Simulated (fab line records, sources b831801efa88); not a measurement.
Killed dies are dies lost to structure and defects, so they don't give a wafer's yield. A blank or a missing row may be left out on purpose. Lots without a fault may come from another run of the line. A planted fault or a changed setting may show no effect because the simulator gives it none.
Which tool did it? | flow sfq_line | 14 lots, 42 wafers sampled, at 3 steps of a route of 325

WHAT THE GAUGES READ, wafer by wafer
SFQ_M0_OVL_MEAS_906. Usual: M0_OVL 2 nm, standard deviation 6.7.
lot  | measured     | on         | M0_OVL (nm) | flag
L183 | day 8 08:59  | overlay-01 | 9 -1 1      |
L184 | day 8 11:23  | overlay-01 | 20 16 19    |
L185 | day 9 00:29  | overlay-01 | 0 3 -4      |
L186 | day 9 02:52  | overlay-02 | 2 11 -1     |
L192 | day 10 15:52 | overlay-02 | 4 -4 0      |
L193 | day 11 02:41 | overlay-01 | 9 6 4       |
L194 | day 11 08:40 | overlay-02 | -3 -6 2     |
L200 | day 12 23:49 | overlay-02 | 3 4 5       |
L201 | day 13 08:13 | overlay-02 | -3 -2 -7    |
L202 | day 13 14:14 | overlay-01 | 5 6 4       |
L203 | day 13 17:49 | overlay-01 | 7 2 -2      |
L204 | day 14 02:13 | overlay-01 | 0 8 1       |
L205 | day 14 05:56 | overlay-01 | 1 9 1       |
L206 | day 14 09:32 | overlay-01 | -3 -4 -4    |

SFQ_I0_BOW_MEAS_907. Usual: I0_BOW 1 um, standard deviation 6.7.
lot  | measured     | on            | I0_BOW (um) | flag
L183 | day 8 16:26  | film_metro-03 | 9 19 3      |
L184 | day 8 22:28  | film_metro-04 | 7 1 -7      |
L185 | day 9 11:34  | film_metro-03 | -5 -6 0     |
L186 | day 9 14:32  | film_metro-03 | 1 -7 3      |
L192 | day 11 07:14 | film_metro-04 | 9 7 7       |
L193 | day 11 16:17 | film_metro-03 | 12 -7 -10   |
L194 | day 11 21:32 | film_metro-01 | -2 0 5      |
L200 | day 13 06:32 | film_metro-04 | -7 -5 -14   |
L201 | day 13 12:32 | film_metro-04 | -15 9 -4    |
L202 | day 13 19:59 | film_metro-03 | -5 8 -5     |
L203 | day 14 03:32 | film_metro-01 | -5 12 -6    |
L204 | day 14 07:58 | film_metro-03 | 4 -1 3      |
L205 | day 14 11:01 | film_metro-04 | 1 9 -8      |
L206 | day 14 14:01 | film_metro-04 | 8 -11 5     |

SFQ_M1_OVL_MEAS_911. Usual: M1_OVL 0 nm, standard deviation 5.6.
lot  | measured     | on         | M1_OVL (nm) | flag
L183 | day 12 22:41 | overlay-01 | -4 2 -5     |
L184 | day 13 02:17 | overlay-02 | -3 -3 -10   |
L185 | day 13 15:29 | overlay-02 | 0 2 -6      |
L186 | day 13 20:17 | overlay-01 | -2 -3 -1    |
L192 | day 16 14:11 | overlay-02 | 2 -4 0      |
L193 | day 16 19:44 | overlay-02 | -4 -3 -3    |
L194 | day 17 01:44 | overlay-01 | 5 4 -2      |
L200 | day 18 20:56 | overlay-01 | 8 2 0       |
L201 | day 19 05:20 | overlay-01 | 2 5 6       |
L202 | day 19 14:56 | overlay-01 | 12 19 8     |
L203 | day 19 23:20 | overlay-01 | -1 -3 -9    |
L204 | day 20 02:56 | overlay-02 | 4 -1 1      |
L205 | day 20 08:56 | overlay-02 | 11 0 4      |
L206 | day 20 20:02 | overlay-02 | -3 -3 3     |

WHICH TOOL RAN EACH LOT (tool, then ch and the chambers of the sampled wafers, then the start)
The record holds no process step before these readings.

WHAT THE TOOLS THEMSELVES READ (means of the sampled wafers that have a number; where no wafer has one, the mark that the record gives instead)
The record holds no such reading with a usual standard deviation.

THE ANSWER, worked out from the rows above alone
Rule: a lot is off if the mean of its wafers that have a number lies more than 3 standard deviations from the usual mean. A lot without any number at a reading at which 4 lots or more have one is off too. The other lots that the step has rows for count as sound. The gauges are gone through in route order, then the tools' own readings, and for those a lot's mean is taken as printed above. The first step at which some lot is off is used, and at that step the reading that is off furthest; a lot without a number counts as furthest.
No lot is off at any reading shown: from this, nothing can be told.

WHAT THE SIMULATOR HAD PUT IN
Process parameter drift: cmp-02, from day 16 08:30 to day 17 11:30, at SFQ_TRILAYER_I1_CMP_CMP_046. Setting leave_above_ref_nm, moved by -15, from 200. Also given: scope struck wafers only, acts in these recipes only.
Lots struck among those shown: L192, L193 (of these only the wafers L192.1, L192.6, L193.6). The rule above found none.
